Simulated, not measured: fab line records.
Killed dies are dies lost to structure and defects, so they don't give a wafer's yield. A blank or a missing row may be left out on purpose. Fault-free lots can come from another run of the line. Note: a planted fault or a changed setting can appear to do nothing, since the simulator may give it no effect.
The same fault as seen by 2 desks    flow sky130    only its own numbers are on each desk; what lay behind them is given at the end

## TOOL OWNER'S DESK, rieDiel-04
The tool's own readings at SKY_VIA2_ETCH_14 (etches BARC in N2/H2, stops on SiO2, time 45.9 s, target depth 60 nm): means of the sampled wafers that have a number, for each lot that ran on this tool. Marked OUT: a lot whose mean sits more than 4 standard deviations from the usual mean, which makes it out of limits; the brackets give that distance.
Columns: A = drypumpMotorCurrentA at SKY_VIA2_ETCH_14, usual 5.5 A; B = oesProductAu at SKY_VIA2_ETCH_14, usual 0.854 a.u.; C = rfFwdPowerW at SKY_VIA2_ETCH_14, usual 494.7 W; D = throttleValvePct at SKY_VIA2_ETCH_14, usual 13.225 %
lot   first seen here  A    B      C                D
L483  day 38 16:43     5.4  0.851  495.6            13.222
L493  day 41 14:05     5.2  0.853  521.4 (+11) OUT  13.213
Finding of this desk: L493 out of limits; the first was L493 at day 41 14:05, on rfFwdPowerW at SKY_VIA2_ETCH_14. L483 stayed within limits.

## AT THE METROLOGY DESK
What the gauges read, lot by lot, whatever tool the lot ran on: means of the sampled wafers that have a number. Marked OUT: a lot whose mean sits more than 4 standard deviations from the usual mean, which makes it out of limits; the brackets give that distance.
Columns: A = VIA2_BOW at SKY_VIA2_BOW_MEAS_03, usual 85 um; B = cdNm at SKY_VIA2_CD_MEAS_12, usual 199.6 nm; C = VIA2_OVL at SKY_VIA2_OVL_MEAS_13, usual 3 nm
lot   first seen here  A   B      C
L479  day 35 22:27     87  199.7  4
L483  day 37 15:53     83  200.0  7
L490  day 39 16:06     81  199.1  8
L493  day 40 14:11     86  200.6  8
L494  day 42 11:54     92  201.5  -6
Finding of this desk: none of the 5 lots has anything out of limits.

## PUT TOGETHER
An alarm could have come from the tool owner's desk at day 41 14:05, on L493.
At the metrology desk, nothing out of limits was observed.
The metrology desk holds a record of L493, inside its limits.
Of the lots named, all ran SKY_VIA2_ETCH_14 on rieDiel-04.

## WHAT THE SIMULATOR HAD INSERTED
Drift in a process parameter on rieDiel-04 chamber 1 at SKY_VIA2_ETCH_14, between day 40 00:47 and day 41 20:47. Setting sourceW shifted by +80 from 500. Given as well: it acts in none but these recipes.
Struck lots among those shown: L493.
Delay in hours, fault start to first out-of-limits reading, by desk: the tool owner's desk at 37.
